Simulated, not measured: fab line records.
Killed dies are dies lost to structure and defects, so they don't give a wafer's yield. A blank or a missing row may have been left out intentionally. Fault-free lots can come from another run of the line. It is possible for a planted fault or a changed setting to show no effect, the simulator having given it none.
Which tool is to blame? / flow gf180mcu / at 1 step of a route of 602, 12 lots with 36 wafers sampled

## WHAT THE GAUGES READ, wafer by wafer
GF_VT_IMPLANT_RS_MEAS_46: a four-point-probe measurement.
lot=L837; measured=day 8 04:44; on=film_metro-04; MVSD_RS (ohm/sq)=456.4 454.7 455.4
lot=L839; measured=day 8 10:50; on=film_metro-02; MVSD_RS (ohm/sq)=458.1 457.7 457.5
lot=L843; measured=day 9 16:03; on=film_metro-02; MVSD_RS (ohm/sq)=455.2 454.1 455.5
lot=L845; measured=day 9 23:58; on=film_metro-02; MVSD_RS (ohm/sq)=456.4 457.7 456.8
lot=L846; measured=day 10 13:28; on=film_metro-04; MVSD_RS (ohm/sq)=456.7 455.4 456.4
lot=L847; measured=day 10 19:22; on=film_metro-02; MVSD_RS (ohm/sq)=454.3 454.3 455.6
lot=L848; measured=day 10 23:46; on=film_metro-02; MVSD_RS (ohm/sq)=456.1 457.1 458.0
lot=L849; measured=day 11 05:11; on=film_metro-02; MVSD_RS (ohm/sq)=456.9 455.1 457.4
lot=L850; measured=day 11 14:39; on=film_metro-04; MVSD_RS (ohm/sq)=456.2 457.0 455.4
lot=L855; measured=day 12 21:52; on=film_metro-03; MVSD_RS (ohm/sq)=455.6 455.6 455.6
lot=L858; measured=day 13 18:40; on=film_metro-04; MVSD_RS (ohm/sq)=453.9 453.8 453.0
lot=L859; measured=day 14 03:59; on=film_metro-03; MVSD_RS (ohm/sq)=457.6 457.1 455.0

## TOOL THAT RAN EACH LOT (tool first, then ch and the chambers of the sampled wafers, then the start)
There is no process step in the record ahead of these readings.

## AS READ BY THE TOOLS THEMSELVES (means over the sampled wafers that have a number; for cases with no such wafer, the mark the record gives instead)
The record holds no such reading with a usual standard deviation.

## THE ANSWER, worked out from the rows above alone
Rule: usual is defined by the lots themselves. The widest of any qualifying gaps counts: lots, ordered by their means at a reading, are off when they make up no more than a third of the lots, leave a main group of 4 or more, and stand apart from it by 3 or more times the standard deviation of that group's means. A main group whose means are all the same, to the digits that the tables above print for the reading, isn't used. A lot without any number at a reading at which 4 lots or more have one is off too. The other lots that the step has rows for count as sound. First the gauges in route order, then the tools' own readings, where a lot's mean is used as printed above. The first step at which some lot is off is used, and at that step the reading that is off furthest; a lot without a number counts as furthest.
No lot is off on any of the readings shown, so nothing can be concluded from this.

## WHAT WAS PUT IN BY THE SIMULATOR
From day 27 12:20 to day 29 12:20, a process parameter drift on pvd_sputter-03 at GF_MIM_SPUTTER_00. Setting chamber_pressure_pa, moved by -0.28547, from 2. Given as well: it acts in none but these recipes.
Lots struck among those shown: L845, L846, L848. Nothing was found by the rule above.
